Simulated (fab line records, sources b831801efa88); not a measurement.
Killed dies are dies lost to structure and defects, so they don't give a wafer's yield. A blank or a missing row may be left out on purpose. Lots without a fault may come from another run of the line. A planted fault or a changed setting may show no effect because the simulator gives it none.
Chamber matching | flow gf180mcu | GF_POLY_GATE_ETCH_13 on rie_si-02: 4 sister chambers
The step etches poly-Si in HBr/Cl2, stops on SiO2, target depth 198.5 nm, time 69.6 s. 18 wafers are shown with their chamber, then 8 later ones without.

WAFERS WITH THEIR CHAMBER
wafer  | chamber | drypump_motor_current_A (A) | oes_product_au (a.u.) | throttle_valve_pct (%)
L988.3 | 3       | 6.7                         | 0.996                 | 33.687
L988.4 | 2       | 5.5                         | 0.991                 | 33.685
L988.5 | 1       | 6.0                         | 0.996                 | 33.683
L990.1 | 0       | 5.6                         | 1.000                 | 33.689
L990.2 | 1       | 6.0                         | 0.995                 | 33.688
L990.4 | 3       | 6.7                         | 0.991                 | 33.684
L993.1 | 3       | 6.6                         | 0.994                 | 33.682
L993.5 | 1       | 6.0                         | 0.990                 | 33.676
L993.6 | 0       | 5.7                         | 0.986                 | 33.675
L995.1 | 0       | 5.7                         | 0.994                 | 33.688
L995.2 | 2       | 5.5                         | 0.987                 | 33.692
L995.3 | 1       | 6.0                         | 0.987                 | 33.689
L104.2 | 1       | 6.1                         | 0.990                 | 33.686
L104.5 | 1       | 6.0                         | 0.992                 | 33.694
L104.6 | 2       | 5.5                         | 0.994                 | 33.678
L105.1 | 1       | 6.0                         | 0.983                 | 33.694
L105.3 | 0       | 5.7                         | 1.000                 | 33.689
L105.5 | 3       | 6.6                         | 0.986                 | 33.693

SIGNATURES (means of the wafers above)
reading                 | chamber 0 | chamber 1 | chamber 2 | chamber 3 | scatter within a chamber
drypump_motor_current_A | 5.675     | 6.014     | 5.500     | 6.650     | 0.0432
oes_product_au          | 0.99500   | 0.99043   | 0.99067   | 0.99175   | 0.00489
throttle_valve_pct      | 33.68525  | 33.68714  | 33.68500  | 33.68650  | 0.00626
Rule: a wafer's distance from a chamber is the root of the sum, over the readings, of the square of ((its reading less the chamber's mean) divided by the reading's scatter). The wafer belongs to the nearest chamber; if the next one is less than 2 further off, it can't be placed. The scatter: the root of (the sum of the squares of (reading less its chamber's mean) over the shown wafers, divided by (wafers less chambers)).

WAFERS WITHOUT THEIR CHAMBER
wafer  | drypump_motor_current_A (A) | oes_product_au (a.u.) | throttle_valve_pct (%)
L106.1 | 6.6                         | 0.988                 | 33.675
L106.4 | 5.7                         | 0.984                 | 33.681
L107.3 | 6.6                         | 0.997                 | 33.672
L107.5 | 6.0                         | 0.993                 | 33.702
L107.6 | 5.7                         | 1.005                 | 33.676
L109.3 | 5.7                         | 0.989                 | 33.681
L109.5 | 5.7                         | 0.990                 | 33.694
L109.6 | 6.0                         | 0.990                 | 33.661

WHICH CHAMBER EACH WENT THROUGH
wafer  | from the rows above | in truth
L106.1 | 3                   | 3
L106.4 | 0                   | 0
L107.3 | 3                   | 3
L107.5 | 1                   | 1
L107.6 | 0                   | 0
L109.3 | 0                   | 0
L109.5 | 0                   | 0
L109.6 | 1                   | 1
Placed correctly: 8 of 8. Can't be placed from these rows: 0. Placed wrongly: 0.
